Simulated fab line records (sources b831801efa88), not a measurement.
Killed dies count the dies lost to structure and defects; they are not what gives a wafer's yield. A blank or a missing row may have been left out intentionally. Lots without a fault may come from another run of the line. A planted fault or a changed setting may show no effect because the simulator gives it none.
fab line records	flow sky130
[record] lots = 6	wafers = 18	last-day = 51
route steps=708 shown SD_N@356 SD_P@359 RES_XHIGH@360 SALICIDE@361 LI_CONTACT@362 PAD_OPEN@708
lots untouched by any fault: they come from a run of this same line in which no faults occurred
start-h: start of the lot's first displayed wafer, in hours after the record's first day	wait-h: hours from the lot's prior step to this one	" the same as in the row above	L1.1+2: several wafers, shown together as one row	- no value, or no start was given	* or withheld: withheld	< > ~ a bound
route shown NAME@n: NAME is a module with steps in the file, n the number in the route of the first one	usual: the fault-free wafers' mean and standard deviation	same: alike in all rows	chamber/n: place in a boat	sites: per-site readings	_std_site: the standard deviation of these	_edge_site: inner sites' mean taken away from outer sites' mean	radius-mm: for every site, how far away it sits from the centre of the wafer	mask NAME#n: copy n	behind: the tool/chamber that last shaped the wafer	hold: cause of the lot's hold/its duration in hours/its outcome	device: the n, p or np transistor that did not switch	end of line: the tests these same wafers got at the end of their route	a step without rows: its recipe alone	killed: dies that structure and defects cost at the first sort, which is not the same as the wafer's yield	map: shows each die of a wafer: x if killed, . if not, _ if none is there
set.NAME: the setting that was run; set.NAME@STEP: the one run at that earlier step	model.NAME: the simulator's own value behind a step, which no gauge read
lots seen at some steps along the route; tables by step, rows by wafer
services: when a tool's chamber went out of use (start-h, in hours from the record's first day, below 0 if earlier), for how many hours, and the reason
[[steps]]
[step SKY_SD_N_RTA_14]
[recipe] temp-c = 1075	time-s = 2	idle-temp-c = 650	ramp-up-c-per-s = 150	ramp-down-c-per-s = 90	ambient = N2
[usual] lamp-power-pct = 15.73/0.053	wafer_temp_C_max = 1078.1/1.3
lot.wafer	tool	chamber	start-h	wait-h	lamp-power-pct	wafer_temp_C_max
L562.1	rtp-anneal-01	0	679.28	0.0	15.75	1079.6
L562.2	"	0	"	"	15.75	1075.8
L562.4	"	0	"	"	15.75	1081.6
L565.1	rtp-anneal-02	0	706.77	0.0	15.74	1078.2
L565.2	"	0	"	"	15.76	1078.0
L565.3	"	0	"	"	15.74	1079.4
L576.4	rtp-anneal-01	0	794.51	0.0	15.72	1077.8
L576.5	"	0	"	"	15.71	1080.1
L576.6	"	0	"	"	15.76	1077.6
L577.1	rtp-anneal-02	0	797.46	0.0	15.76	1076.8
L577.2	"	0	"	"	15.77	1078.9
L577.3	"	0	"	"	15.79	1077.2
L579.1	rtp-anneal-02	0	805.68	0.0	15.69	1078.3
L579.2	"	0	"	"	15.65	1079.2
L579.3	"	0	"	"	15.72	1078.5
L582.2	rtp-anneal-01	0	839.39	0.0	15.67	1075.5
L582.3	"	0	"	"	15.86	1076.7
L582.6	"	0	"	"	15.68	1076.8
[step SKY_SD_N_RS_MEAS_16]
[recipe] thk-meas-gauge = four-point-probe
[usual] SD_N_RS = 68.55/0.12
lot.wafer	tool	chamber	start-h	wait-h	SD_N_RS[ohm/sq]
L562.1	film-metro-02	-	679.45	0.1	68.85
L562.2	"	-	"	"	68.62
L562.4	"	-	"	"	68.57
L565.1	film-metro-02	-	706.95	0.1	68.49
L565.2	"	-	"	"	68.48
L565.3	"	-	"	"	68.46
L576.4	film-metro-01	-	794.71	0.1	68.70
L576.5	"	-	"	"	68.81
L576.6	"	-	"	"	68.48
L577.1	film-metro-01	-	797.63	0.1	68.32
L577.2	"	-	"	"	68.43
L577.3	"	-	"	"	68.37
L579.1	film-metro-01	-	805.85	0.1	68.46
L579.2	"	-	"	"	68.37
L579.3	"	-	"	"	68.39
L582.2	film-metro-01	-	839.58	0.1	68.47
L582.3	"	-	"	"	68.40
L582.6	"	-	"	"	68.57
[step SKY_SD_N_RS_MEAS_17]
[recipe] thk-meas-gauge = four-point-probe
[usual] SD_P_RS = 147.1/0.38
lot.wafer	tool	chamber	start-h	wait-h	SD_P_RS[ohm/sq]
L562.1	film-metro-02	-	679.57	0.1	147.4
L562.2	"	-	"	"	147.5
L562.4	"	-	"	"	147.1
L565.1	film-metro-02	-	707.07	0.1	146.3
L565.2	"	-	"	"	147.3
L565.3	"	-	"	"	146.8
L576.4	film-metro-01	-	794.83	0.1	146.7
L576.5	"	-	"	"	147.0
L576.6	"	-	"	"	146.7
L577.1	film-metro-01	-	797.75	0.1	146.6
L577.2	"	-	"	"	147.1
L577.3	"	-	"	"	146.7
L579.1	film-metro-01	-	805.97	0.1	147.0
L579.2	"	-	"	"	146.9
L579.3	"	-	"	"	146.8
L582.2	film-metro-01	-	839.70	0.1	147.1
L582.3	"	-	"	"	146.9
L582.6	"	-	"	"	146.5
[step SKY_SD_N_RS_MEAS_18]
[recipe] thk-meas-gauge = four-point-probe
[usual] RES_XHIGH_RS = 333.1/1.1
lot.wafer	tool	chamber	start-h	wait-h	RES_XHIGH_RS[ohm/sq]
L562.1	film-metro-02	-	679.69	0.1	331.7
L562.2	"	-	"	"	332.7
L562.4	"	-	"	"	332.3
L565.1	film-metro-02	-	707.19	0.1	333.0
L565.2	"	-	"	"	333.0
L565.3	"	-	"	"	332.7
L576.4	film-metro-01	-	794.95	0.1	332.9
L576.5	"	-	"	"	334.0
L576.6	"	-	"	"	331.4
L577.1	film-metro-01	-	797.87	0.1	332.4
L577.2	"	-	"	"	331.9
L577.3	"	-	"	"	331.5
L579.1	film-metro-01	-	806.09	0.1	334.9
L579.2	"	-	"	"	333.3
L579.3	"	-	"	"	334.4
L582.2	film-metro-01	-	839.82	0.1	333.0
L582.3	"	-	"	"	332.6
L582.6	"	-	"	"	332.4
[step SKY_SALICIDE_CLEAN_00]
[recipe] chemistry = HF-last	time-s = 30	dilution = 100:1	dry = ipa-marangoni
[step SKY_LI_CONTACT_HDPCVD_00]
[recipe] material = PSG	target-thk-nm = 930	sigma-open-frac = 0.3	time-s = 155	temp-c = 600	sih4-flow-sccm = 60	pressure-mtorr = 6
[step SKY_LI_CONTACT_THK_MEAS_01]
[recipe] reads = PSG_of_LI_CONTACT_HDPCVD_00
[usual] LI_CONTACT_HDPCVD_THK = 932/11
lot.wafer	tool	chamber	start-h	wait-h	LI_CONTACT_HDPCVD_THK[nm]
L562.1	film-metro-04	-	679.98	0.1	920
L562.2	"	-	"	"	918
L562.4	"	-	"	"	940
L565.1	film-metro-02	-	707.43	0.1	941
L565.2	"	-	"	"	927
L565.3	"	-	"	"	939
L576.4	film-metro-04	-	795.16	0.0	915
L576.5	"	-	"	"	922
L576.6	"	-	"	"	911
L577.1	film-metro-01	-	798.18	0.1	945
L577.2	"	-	"	"	941
L577.3	"	-	"	"	947
L579.1	film-metro-04	-	806.33	0.1	931
L579.2	"	-	"	"	925
L579.3	"	-	"	"	918
L582.2	film-metro-04	-	840.05	0.1	946
L582.3	"	-	"	"	931
L582.6	"	-	"	"	922
[step SKY_LI_CONTACT_CMP_02]
[recipe] material = PSG	down-force-psi = 4	platen-rpm = 60	pad-velocity-m-s = 0.94248
[usual] motor-current-A = 12.0/1.2	time-to-endpoint-s = 31.8/3
lot.wafer	tool	chamber	start-h	wait-h	motor-current-A	time-to-endpoint-s
L562.4	cmp-01	1	680.04	0.0	11.3	34.4
L562.2	"	3	"	"	12.7	30.3
L562.1	"	0	"	"	9.6	34.3
L565.2	cmp-02	3	707.49	0.0	11.6	31.5
L565.3	"	0	"	"	12.3	28.9
L565.1	"	2	"	"	14.1	35.3
L576.4	cmp-02	0	795.24	0.1	11.6	25.7
L576.6	"	3	"	"	12.2	28.4
L576.5	"	0	"	"	11.8	27.4
L577.1	cmp-02	2	798.29	0.1	13.9	30.6
L577.2	"	3	"	"	12.1	33.4
L577.3	"	0	"	"	11.8	30.1
L579.2	cmp-02	2	806.40	0.0	14.2	29.9
L579.3	"	3	"	"	12.0	30.8
L579.1	"	0	"	"	11.5	29.8
L582.2	cmp-01	1	840.15	0.1	10.8	35.1
L582.3	"	3	"	"	13.4	33.5
L582.6	"	0	"	"	9.5	33.6
[step SKY_LI_CONTACT_BOW_MEAS_03]
[recipe] mode = bow
[usual] LI_CONTACT_BOW = 54/6.3
lot.wafer	tool	chamber	start-h	wait-h	LI_CONTACT_BOW[um]
L562.1	film-metro-01	-	680.34	0.1	52
L562.2	"	-	"	"	51
L562.4	"	-	"	"	46
L565.1	film-metro-04	-	707.79	0.1	63
L565.2	"	-	"	"	61
L565.3	"	-	"	"	51
L576.4	film-metro-01	-	795.55	0.3	58
L576.5	"	-	"	"	56
L576.6	"	-	"	"	55
L577.1	film-metro-02	-	798.54	0.2	57
L577.2	"	-	"	"	62
L577.3	"	-	"	"	56
L579.1	film-metro-01	-	806.70	0.1	52
L579.2	"	-	"	"	60
L579.3	"	-	"	"	45
L582.2	film-metro-04	-	840.42	0.2	55
L582.3	"	-	"	"	58
L582.6	"	-	"	"	51
[step SKY_LI_CONTACT_DEHYDRATE_04]
[recipe] temp-c = 200	time-s = 60
[step SKY_LI_CONTACT_HMDS_05]
[recipe] prime-time-s = 60	prime-temp-c = 120
[step SKY_LI_CONTACT_COAT_06]
[recipe] resist = BARC	temp-c = withheld	time-s = withheld	spin-rpm = 3000	resist-thk-nm = 60
[usual] dispense-pressure-kPa = 51/4.7	exhaust-pa = 45.2/0.82	spin-speed-rpm = 3000.1/1.8
lot.wafer	tool	chamber	start-h	wait-h	dispense-pressure-kPa	exhaust-pa	spin-speed-rpm
L562.1	litho-track-01	0	694.29	0.1	55	44.7	3000.7
L562.2	"	0	"	"	55	45.3	3001.5
L562.4	"	0	"	"	55	45.1	3001.2
L565.1	litho-track-04	0	720.71	0.1	44	44.8	2999.2
L565.2	"	0	"	"	44	43.8	2996.6
L565.3	"	0	"	"	44	45.2	2998.4
L576.4	litho-track-04	0	807.89	0.1	44	45.7	2911.4
L576.5	"	0	"	"	44	46.3	2913.4
L576.6	"	0	"	"	44	45.0	2911.9
L577.1	litho-track-04	0	810.97	0.1	44	45.7	2914.3
L577.2	"	0	"	"	44	43.6	2910.8
L577.3	"	0	"	"	44	45.3	2913.1
L579.1	litho-track-02	0	820.86	0.1	52	46.3	2996.4
L579.2	"	0	"	"	52	46.6	3001.7
L579.3	"	0	"	"	52	46.5	3000.6
L582.2	litho-track-02	0	854.29	0.1	52	44.1	2999.5
L582.3	"	0	"	"	52	43.8	2999.7
L582.6	"	0	"	"	52	44.9	2999.9
[step SKY_LI_CONTACT_COAT_07]
[recipe] resist = KrF-thick	spin-rpm = 3000	resist-thk-nm = 450
[step SKY_LI_CONTACT_SOFTBAKE_08]
[recipe] temp-c = 100	time-s = 90	resist = KrF-thick
[step SKY_LI_CONTACT_EXPOSE_09]
[recipe] mask-id = LICM1	na = 0.8	source-shape = annular	sigma-inner = 0.55	sigma-outer = 0.85	target-cd-nm = 170	dose-mj = 38
[step SKY_LI_CONTACT_PEB_10]
[recipe] peb-temp-c = withheld	peb-time-s = withheld	resist = KrF-thick
[step SKY_LI_CONTACT_DEVELOP_11]
[recipe] develop-time-s = 60	resist = KrF-thick	dev-temp-c = 21
[step SKY_LI_CONTACT_CD_MEAS_12]
[recipe] target-cd-nm = 170
[usual] cd-nm = 169.7/1.3
lot.wafer	tool	chamber	start-h	wait-h	cd-nm
L562.1	cd-sem-01	-	709.61	-	169.8
L562.2	"	-	"	"	170.1
L562.4	"	-	"	"	169.5
L565.1	cd-sem-01	-	736.89	-	170.2
L565.2	"	-	"	"	170.8
L565.3	"	-	"	"	169.1
L576.4	cd-sem-01	-	822.65	-	169.0
L576.5	"	-	"	"	166.9
L576.6	"	-	"	"	167.3
L577.1	cd-sem-01	-	826.13	-	167.8
L577.2	"	-	"	"	168.4
L577.3	"	-	"	"	169.7
L579.1	cd-sem-01	-	833.69	-	169.6
L579.2	"	-	"	"	169.8
L579.3	"	-	"	"	170.3
L582.2	cd-sem-01	-	867.18	-	169.9
L582.3	"	-	"	"	169.7
L582.6	"	-	"	"	170.4
[step SKY_LI_CONTACT_OVL_MEAS_13]
[usual] LI_CONTACT_OVL = -2/5.4
lot.wafer	tool	chamber	start-h	wait-h	LI_CONTACT_OVL[nm]
L562.1	overlay-01	-	709.73	0.1	0
L562.2	"	-	"	"	-7
L562.4	"	-	"	"	-3
L565.1	overlay-02	-	737.01	0.1	10
L565.2	"	-	"	"	11
L565.3	"	-	"	"	13
L576.4	overlay-01	-	822.73	0.1	4
L576.5	"	-	"	"	-4
L576.6	"	-	"	"	0
L577.1	overlay-02	-	826.25	0.1	-4
L577.2	"	-	"	"	0
L577.3	"	-	"	"	-1
L579.1	overlay-01	-	833.81	0.1	-7
L579.2	"	-	"	"	2
L579.3	"	-	"	"	-8
L582.2	overlay-01	-	867.29	0.1	-3
L582.3	"	-	"	"	-6
L582.6	"	-	"	"	-7
[step SKY_LI_CONTACT_ETCH_14]
[recipe] chemistry = N2/H2	target = BARC	ion-energy-ev = 200	source-w = 500	bias-w = 100	pressure-mtorr = 30	n2-flow-sccm = 100	h2-flow-sccm = 200	stop-on = SiO2	time-s = 45.9	target-depth-a = 600
[usual] bias-w = 99.98/0.3	drypump-motor-current-A = 5.7/0.46	oes-product-au = 0.855/0.0048	throttle-valve-pct = 13.225/0.0093
lot.wafer	tool	chamber	start-h	wait-h	bias-w	drypump-motor-current-A	oes-product-au	rf-hours-counter-h	throttle-valve-pct	model.etch.depth-nm
L562.1	rie-diel-01	3	709.77	0.0	100.43	5.9	0.851	18	13.216	59.92
L562.2	"	0	"	"	99.90	5.8	0.863	9	13.229	59.68
L562.4	"	2	"	"	100.01	5.4	0.851	38	13.209	59.68
L565.1	rie-diel-04	0	737.05	0.0	99.99	5.3	0.850	5	13.218	59.91
L565.2	"	3	"	"	99.60	6.2	0.853	13	13.219	59.93
L565.3	"	2	"	"	99.93	5.5	0.853	17	13.215	59.92
L576.4	rie-diel-01	0	822.75	0.0	100.38	5.8	0.866	12	13.223	61.15
L576.5	"	1	"	"	100.42	4.9	0.866	-	13.209	60.98
L576.6	"	0	"	"	100.01	5.8	0.859	-	13.240	61.08
L577.1	rie-diel-04	2	826.29	0.0	99.45	5.5	0.868	20	13.229	61.3
L577.2	"	0	"	"	100.56	5.3	0.865	8	13.207	61.21
L577.3	"	3	"	"	99.93	6.2	0.861	16	13.231	60.99
L579.1	rie-diel-03	0	833.85	0.0	99.93	6.7	0.854	6	13.236	59.91
L579.2	"	2	"	"	99.52	5.4	0.856	12	13.218	60.03
L579.3	"	1	"	"	100.29	5.9	0.860	11	13.228	60.03
L582.2	rie-diel-01	3	867.32	0.0	99.90	5.9	0.857	23	13.230	60.07
L582.3	"	2	"	"	99.85	5.5	0.858	2	13.213	59.92
L582.6	"	3	"	"	100.30	5.9	0.856	-	13.231	59.91
[step SKY_LI_CONTACT_ETCH_15]
[recipe] target = PSG	chemistry = C4F8/O2/Ar	stop-on = Si	taper-deg = 4.15	mask-material = KrF-thick	source-w = 1500	bias-w = 1200	pressure-mtorr = 40	c4f8-flow-sccm = withheld	O2_flow_sccm = 6	Ar_flow_sccm = 300	time-s = withheld	target-depth-a = 6000
[usual] bias-w = 1200/4	oes-product-au = 0.837/0.0046
lot.wafer	tool	chamber	start-h	wait-h	bias-w	oes-product-au
L562.1	rie-diel-01	3	709.81	0.0	1196	0.841
L562.2	"	0	"	"	1197	0.838
L562.4	"	2	"	"	1204	0.843
L565.1	rie-diel-04	0	737.09	0.0	1195	0.839
L565.2	"	3	"	"	1203	0.840
L565.3	"	2	"	"	1201	0.837
L576.4	rie-diel-01	0	822.79	0.0	1197	0.838
L576.5	"	1	"	"	1198	0.834
L576.6	"	0	"	"	1191	0.840
L577.1	rie-diel-04	2	826.33	0.0	1201	0.849
L577.2	"	0	"	"	1197	0.834
L577.3	"	3	"	"	1200	0.842
L579.1	rie-diel-03	0	833.89	0.0	1201	0.849
L579.2	"	2	"	"	1202	0.835
L579.3	"	1	"	"	1195	0.834
L582.2	rie-diel-01	3	867.36	0.0	1190	0.836
L582.3	"	2	"	"	1199	0.840
L582.6	"	3	"	"	1194	0.831
[step SKY_PAD_OPEN_PROBE_99]
[usual] killed_at_M0_to_M3 = 43/6.8	killed_at_M4_up = 3.3/1.9	killed-at-contacts = 24/5.3	killed-at-front-end = 14/4.3	killed-at-other = 0.3/0.62	killed-dies = 85/9.8	killed-open = 46/8	killed-short = 39/5.9
[same] gross-dies = 492	killed-at-back-side = 0
lot.wafer	tool	chamber	start-h	wait-h	killed_at_M0_to_M3	killed_at_M4_up	killed-at-contacts	killed-at-front-end	killed-at-other	killed-dies	killed-open	killed-short
L562.1	prober-02	-	1112.87	0.1	26	2	30	15	0	73	43	30
L562.2	prober-02	-	1112.92	0.1	31	4	21	12	0	68	30	38
L562.4	prober-02	-	1113.02	0.2	52	2	24	14	0	92	58	34
L565.1	prober-01	-	1134.21	0.1	36	3	22	6	0	67	40	27
L565.2	prober-01	-	1134.26	0.1	42	1	21	6	0	70	35	35
L565.3	prober-01	-	1134.31	0.2	42	5	30	12	0	89	50	39
L576.4	prober-02	-	1191.58	0.2	35	7	33	13	0	88	51	37
L576.5	prober-02	-	1191.63	0.2	42	1	18	18	0	79	41	38
L576.6	prober-02	-	1191.68	0.2	41	3	25	15	0	84	48	36
L577.1	prober-01	-	1192.93	0.1	32	1	18	9	0	60	42	18
L577.2	prober-01	-	1192.98	0.1	49	4	26	17	1	97	54	43
L577.3	prober-01	-	1193.03	0.2	43	5	18	13	0	79	42	37
L579.1	prober-01	-	1198.97	0.1	52	1	24	12	0	89	46	43
L579.2	prober-01	-	1199.02	0.1	45	4	18	16	1	84	35	49
L579.3	prober-01	-	1199.07	0.2	40	2	26	15	0	83	48	35
L582.2	prober-02	-	1220.07	0.1	41	3	22	11	0	77	43	34
L582.3	prober-02	-	1220.12	0.2	47	4	27	18	0	96	47	49
L582.6	prober-02	-	1220.27	0.2	57	2	19	14	0	92	53	39
// killed by level:class
L562.1 CONTACT:geometric-particle:open=16 VIA1:geometric-particle:open=9 LOCAL_INTERCONNECT:geometric-particle:short=8 FIELD_ISO:geometric-particle:open=4 POLY_GATE:geometric-particle:short=3 SPACER:geometric-particle:open=3 LI_CONTACT:geometric-particle:open=3 METAL1:geometric-particle:short=3
L562.2 LI_CONTACT:geometric-particle:open=7 VIA1:geometric-particle:open=6 SPACER:geometric-particle:short=5 VIA1:geometric-particle:short=5 CONTACT:geometric-particle:open=5 METAL1:geometric-particle:short=5 METAL2:geometric-particle:short=4 CONTACT:geometric-particle:short=4
L562.4 VIA1:geometric-particle:open=13 CONTACT:geometric-particle:open=10 VIA1:geometric-particle:short=7 POLY_GATE:geometric-particle:open=6 VIA3:geometric-particle:open=6 LI_CONTACT:geometric-particle:open=6 VIA2:geometric-particle:open=6 VIA3:geometric-particle:short=5
L565.1 VIA1:geometric-particle:open=13 LI_CONTACT:geometric-particle:open=9 CONTACT:geometric-particle:open=5 VIA3:geometric-particle:short=5 CONTACT:geometric-particle:short=4 METAL1:geometric-particle:short=4 VIA2:geometric-particle:open=4 VIA2:geometric-particle:short=3
L565.2 VIA1:geometric-particle:open=13 METAL1:geometric-particle:short=7 CONTACT:geometric-particle:open=7 METAL2:geometric-particle:short=6 VIA1:geometric-particle:short=5 VIA2:geometric-particle:open=5 CONTACT:geometric-particle:short=4 LI_CONTACT:geometric-particle:short=3
L565.3 VIA1:geometric-particle:open=11 LI_CONTACT:geometric-particle:open=10 VIA3:geometric-particle:open=8 CONTACT:geometric-particle:short=7 LOCAL_INTERCONNECT:geometric-particle:short=5 METAL2:geometric-particle:short=5 LI_CONTACT:geometric-particle:short=4 POLY_GATE:geometric-particle:short=4
L576.4 CONTACT:geometric-particle:open=14 VIA1:geometric-particle:open=12 LI_CONTACT:geometric-particle:open=7 CONTACT:geometric-particle:short=7 VIA1:geometric-particle:short=6 VIA3:geometric-particle:open=6 METAL2:geometric-particle:short=5 FIELD_ISO:geometric-particle:short=4
L576.5 FIELD_ISO:geometric-particle:open=10 METAL1:geometric-particle:short=9 VIA2:geometric-particle:open=6 LI_CONTACT:geometric-particle:open=5 CONTACT:geometric-particle:open=5 CONTACT:geometric-particle:short=5 VIA1:geometric-particle:open=5 METAL2:geometric-particle:short=5
L576.6 VIA1:geometric-particle:open=12 CONTACT:geometric-particle:open=10 VIA3:geometric-particle:open=8 CONTACT:geometric-particle:short=6 VIA1:geometric-particle:short=6 FIELD_ISO:geometric-particle:open=4 POLY_GATE:geometric-particle:short=4 LI_CONTACT:geometric-particle:open=4
L577.1 VIA1:geometric-particle:open=10 CONTACT:geometric-particle:open=9 LI_CONTACT:geometric-particle:open=6 VIA2:geometric-particle:open=4 VIA3:geometric-particle:open=4 POLY_GATE:geometric-particle:open=3 SPACER:geometric-particle:open=3 METAL3:geometric-particle:short=3
L577.2 CONTACT:geometric-particle:open=10 VIA1:geometric-particle:open=10 VIA1:geometric-particle:short=8 VIA3:geometric-particle:open=8 FIELD_ISO:geometric-particle:open=6 LOCAL_INTERCONNECT:geometric-particle:short=6 CONTACT:geometric-particle:short=6 POLY_GATE:geometric-particle:open=5
L577.3 VIA1:geometric-particle:open=12 LI_CONTACT:geometric-particle:open=8 FIELD_ISO:geometric-particle:short=6 METAL2:geometric-particle:short=6 CONTACT:geometric-particle:open=5 METAL1:geometric-particle:short=5 VIA3:geometric-particle:open=5 VIA2:geometric-particle:open=5
L579.1 METAL2:geometric-particle:short=11 VIA1:geometric-particle:open=11 CONTACT:geometric-particle:open=8 LOCAL_INTERCONNECT:geometric-particle:short=8 VIA2:geometric-particle:open=8 METAL1:geometric-particle:short=6 VIA2:geometric-particle:short=5 LI_CONTACT:geometric-particle:open=4
L579.2 METAL1:geometric-particle:short=10 VIA1:geometric-particle:short=8 VIA1:geometric-particle:open=8 CONTACT:geometric-particle:open=6 METAL2:geometric-particle:short=6 FIELD_ISO:geometric-particle:short=5 POLY_CUT:geometric-particle:open=4 LI_CONTACT:geometric-particle:short=3
L579.3 VIA2:geometric-particle:open=11 CONTACT:geometric-particle:open=8 LI_CONTACT:geometric-particle:open=7 POLY_GATE:geometric-particle:open=6 VIA3:geometric-particle:open=6 METAL2:geometric-particle:short=5 CONTACT:geometric-particle:short=5 VIA1:geometric-particle:open=5
L582.2 CONTACT:geometric-particle:open=10 VIA2:geometric-particle:open=10 POLY_GATE:geometric-particle:open=5 CONTACT:geometric-particle:short=5 VIA1:geometric-particle:open=5 LOCAL_INTERCONNECT:geometric-particle:short=4 METAL3:geometric-particle:short=4 METAL1:geometric-particle:short=4
L582.3 VIA2:geometric-particle:open=9 CONTACT:geometric-particle:open=7 FIELD_ISO:geometric-particle:short=6 LI_CONTACT:geometric-particle:open=6 LOCAL_INTERCONNECT:geometric-particle:short=6 METAL1:geometric-particle:short=6 FIELD_ISO:geometric-particle:open=5 VIA1:geometric-particle:open=5
L582.6 VIA1:geometric-particle:open=12 VIA2:geometric-particle:open=10 VIA1:geometric-particle:short=7 CONTACT:geometric-particle:open=6 FIELD_ISO:geometric-particle:short=5 LI_CONTACT:geometric-particle:open=5 METAL1:geometric-particle:short=5 VIA3:geometric-particle:open=5
[[services]]
tool	chamber	start-h	hours	kind
cmp-02	-	657.94	3.5	pm
rie-diel-01	0	668.64	9.2	repair
rie-diel-01	1	694.34	3.4	repair
rie-diel-03	-	697.89	2.8	pm
cmp-02	-	703.06	0.7	repair
rie-diel-03	-	730.20	14.6	pm
cmp-01	-	734.26	6.8	pm
rie-diel-04	0	744.00	1.5	repair
cmp-02	-	745.57	4.0	pm
cmp-02	-	749.57	-	consumable-replace:conditioner
cmp-02	-	749.57	-	consumable-replace:pad
rie-diel-04	0	761.38	2.3	repair
rie-diel-01	2	773.69	-	clean
rie-diel-01	2	773.69	17.8	scheduled-down
rie-diel-01	2	773.69	17.8	vent-cycle
cmp-01	-	803.26	7.1	pm
rie-diel-01	-	814.32	1.2	repair
cmp-01	-	827.94	0.5	repair
cmp-02	-	846.00	7.3	repair
rie-diel-01	-	850.39	0.8	repair
cmp-02	-	864.95	0.7	repair
[[key]]
[first-sign] step = SKY_LI_CONTACT_COAT_06	reading = spin-speed-rpm	direction = down	sigmas = 47	usual = 3000.1	struck = 2912.5
effect none on later readings
[model-effect] step = SKY_LI_CONTACT_ETCH_14	value = etch.depth-nm	without = 60.22	struck = 61.12
met-at SKY_LI_CONTACT_COAT_06
struck-wafers L576.4,L576.5,L576.6,L577.1,L577.2,L577.3
tester-left-out L576,L577
onset-between 720.71 807.89
[fault] kind = process-parameter-drift	tool = litho-track-04	chamber = -	onset-h = 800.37	steps = SKY_LI_CONTACT_COAT_06	channel = spin-rpm	offset = -87.62	shape = step	end-h = 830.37	acts-in = these-recipes-only	stated = 3000
// tester-left-out: of these lots the tester's yield and bins aren't shown, on N5 and GAA mostly nor the transistor test; their killed dies are dies lost to structure and defects alone, not to doping, threshold or leakage, so they don't give the yield
